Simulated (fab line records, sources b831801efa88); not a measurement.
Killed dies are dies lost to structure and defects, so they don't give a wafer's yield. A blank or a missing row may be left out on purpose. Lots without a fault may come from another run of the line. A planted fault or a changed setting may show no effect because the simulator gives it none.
Which tool did it? | flow sky130 | 10 lots, 30 wafers sampled, at 5 steps of a route of 708

WHAT THE GAUGES READ, wafer by wafer
SKY_LDD_P_CD_MEAS_07: target cd 380 nm. Usual: cd_nm 379.8 nm, standard deviation 2.5.
lot  | measured     | on        | cd_nm (nm)        | flag
L649 | day 19 15:04 | cd_sem-01 | 380.3 378.7 379.9 |
L652 | day 20 19:11 | cd_sem-02 | 380.7 380.4 381.9 |
L653 | day 20 21:51 | cd_sem-02 | 377.5 377.0 378.0 |
L655 | day 21 16:18 | cd_sem-02 | 378.1 377.8 378.8 |
L658 | day 22 21:14 | cd_sem-02 | 382.8 381.3 377.4 |
L659 | day 23 05:11 | cd_sem-01 | 380.6 379.9 380.8 |
L660 | day 23 15:22 | cd_sem-01 | 380.5 380.5 379.9 |
L662 | day 24 06:43 | cd_sem-01 | 380.0 381.3 380.5 |
L664 | day 25 00:00 | cd_sem-02 | 382.6 381.8 380.3 |
L665 | day 25 12:26 | cd_sem-01 | 378.6 375.9 379.1 |

SKY_LDD_LDN_OVL_MEAS_07. Usual: LDD_LDN_OVL 0.5 nm, standard deviation 1.3.
lot  | measured     | on         | LDD_LDN_OVL (nm) | flag
L649 | day 23 13:05 | overlay-01 | 2.3 1.7 0.9      |
L652 | day 24 14:26 | overlay-01 | -0.3 0.7 1.9     |
L653 | day 24 17:59 | overlay-01 | 2.2 1.0 2.6      |
L655 | day 25 10:52 | overlay-01 | -1.4 -1.7 -0.2   |
L658 | day 26 14:28 | overlay-01 | 0.3 0.9 -0.3     |
L659 | day 26 22:38 | overlay-01 | 0.1 -2.8 -1.7    |
L660 | day 27 08:50 | overlay-01 | 0.0 0.9 -0.4     |
L662 | day 27 23:08 | overlay-02 | -2.0 -1.1 0.0    |
L664 | day 28 14:43 | overlay-02 | 1.3 0.4 -0.3     |
L665 | day 29 03:23 | overlay-01 | -0.8 -0.5 -1.8   |

SKY_LOCAL_INTERCONNECT_RS_MEAS_01: measures by four-point-probe. Usual: LOCAL_INTERCONNECT_TIN_RS 14.17 ohm/sq, standard deviation 0.18.
lot  | measured     | on            | LOCAL_INTERCONNECT_TIN_RS (ohm/sq)  | flag
L649 | day 29 19:39 | film_metro-04 | 14.32 14.46 14.12                   |
L652 | day 30 20:36 | film_metro-03 | 13.92 14.22 13.95                   |
L653 | day 30 23:51 | film_metro-01 | 14.31 14.09 14.21                   |
L655 | day 31 16:52 | film_metro-01 | 14.15 14.11 14.40                   |
L658 | day 32 16:25 | film_metro-01 | 14.04 14.07 13.84                   |
L659 | day 33 01:20 | film_metro-01 | 14.39 14.32 14.10                   |
L660 | day 33 08:41 | film_metro-04 | 14.32 14.19 14.03                   |
L662 | day 33 22:45 | film_metro-03 | 13.64 13.59 13.49 13.63 13.60 13.46 | OFF
L664 | day 34 13:38 | film_metro-03 | 14.40 14.34 14.44                   |
L665 | day 35 00:25 | film_metro-01 | 13.69 13.47 13.39 13.70 13.49 13.45 | OFF

SKY_LOCAL_INTERCONNECT_THK_MEAS_02: measures by xrf. Usual: LOCAL_INTERCONNECT_TIN_THK 98.9 nm, standard deviation 1.3.
lot  | measured     | on            | LOCAL_INTERCONNECT_TIN_THK (nm)     | flag
L649 | day 29 19:45 | film_metro-04 | 98.3 97.2 99.4                      |
L652 | day 30 20:43 | film_metro-03 | 100.2 98.4 100.4                    |
L653 | day 30 23:58 | film_metro-01 | 98.3 99.0 98.8                      |
L655 | day 31 16:59 | film_metro-01 | 98.9 99.6 97.3                      |
L658 | day 32 16:32 | film_metro-01 | 99.4 99.9 101.6                     |
L659 | day 33 01:26 | film_metro-01 | 97.6 98.0 99.4                      |
L660 | day 33 08:49 | film_metro-04 | 97.4 98.9 99.5                      |
L662 | day 34 00:40 | film_metro-03 | 102.7 102.4 103.4 102.0 102.7 103.8 | OFF
L664 | day 34 13:44 | film_metro-03 | 96.6 97.6 97.0                      |
L665 | day 35 04:17 | film_metro-01 | 102.0 103.9 104.5 102.7 104.3 104.6 | OFF

WHICH TOOL RAN EACH LOT (tool, then ch and the chambers of the sampled wafers, then the start)
lot  | SKY_LOCAL_INTERCONNECT_SPUTTER_00
L649 | pvd_sputter-03, day 29 19:33
L652 | pvd_sputter-04, day 30 20:32
L653 | pvd_sputter-03, day 30 23:46
L655 | pvd_sputter-03, day 31 16:48
L658 | pvd_sputter-04, day 32 16:22
L659 | pvd_sputter-03, day 33 01:15
L660 | pvd_sputter-02, day 33 08:37
L662 | pvd_sputter-04, day 33 22:38
L664 | pvd_sputter-03, day 34 13:33
L665 | pvd_sputter-04, day 35 00:17
- SKY_LOCAL_INTERCONNECT_SPUTTER_00: material TiN, target thk 100 nm, time 83.3 s.

WHAT THE TOOLS THEMSELVES READ (means of the sampled wafers that have a number; where no wafer has one, the mark that the record gives instead)
SKY_LOCAL_INTERCONNECT_SPUTTER_00. Usual: cathode_dc_power_W 6500.0 W, standard deviation 1.1; throttle_valve_pct 30.2 %, standard deviation 0.91.
lot  | tool           | cathode_dc_power_W (W) | throttle_valve_pct (%) | flag
L649 | pvd_sputter-03 | 6499.3                 | 30.3                   |
L652 | pvd_sputter-04 | 6501.0                 | 29.8                   |
L653 | pvd_sputter-03 | 6499.9                 | 30.6                   |
L655 | pvd_sputter-03 | 6499.5                 | 30.6                   |
L658 | pvd_sputter-04 | 6499.1                 | 30.1                   |
L659 | pvd_sputter-03 | 6500.5                 | 30.3                   |
L660 | pvd_sputter-02 | 6499.7                 | 29.4                   |
L662 | pvd_sputter-04 | 6761.7                 | 30.8                   | OFF
L664 | pvd_sputter-03 | 6500.2                 | 29.9                   |
L665 | pvd_sputter-04 | 6761.5                 | 30.3                   | OFF

THE ANSWER, worked out from the rows above alone
Rule: a lot is off if the mean of its wafers that have a number lies more than 3 standard deviations from the usual mean. A lot without any number at a reading at which 4 lots or more have one is off too. The other lots that the step has rows for count as sound. The gauges are gone through in route order, then the tools' own readings, and for those a lot's mean is taken as printed above. The first step at which some lot is off is used, and at that step the reading that is off furthest; a lot without a number counts as furthest.
Off: L662, L665, at SKY_LOCAL_INTERCONNECT_RS_MEAS_01 (LOCAL_INTERCONNECT_TIN_RS).
A tool fits if, at a process step before that reading, it ran every lot that is off, and no sound lot after the first of them. The gauges at SKY_LOCAL_INTERCONNECT_RS_MEAS_01 aren't tried: what is off there is off at SKY_LOCAL_INTERCONNECT_SPUTTER_00 too, on other tools, and a gauge's error can't cause that. One fits: pvd_sputter-04 at SKY_LOCAL_INTERCONNECT_SPUTTER_00. Its last sound lot is L658 (day 32 16:22), its first lot that is off L662 (day 33 22:38): a fault that began between those two fits.
The tool's own readings at SKY_LOCAL_INTERCONNECT_SPUTTER_00 bear it out: on the lots that are off they differ by more than 5 times the standard deviation of the sound lots' means. cathode_dc_power_W reads 6761.6 W there against 6499.9 W on the sound lots.

WHAT THE SIMULATOR HAD PUT IN
Process parameter drift: pvd_sputter-04, from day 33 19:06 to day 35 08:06, at SKY_LOCAL_INTERCONNECT_SPUTTER_00. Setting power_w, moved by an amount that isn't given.
Lots struck among those shown: L662, L665. The rule above found the same.
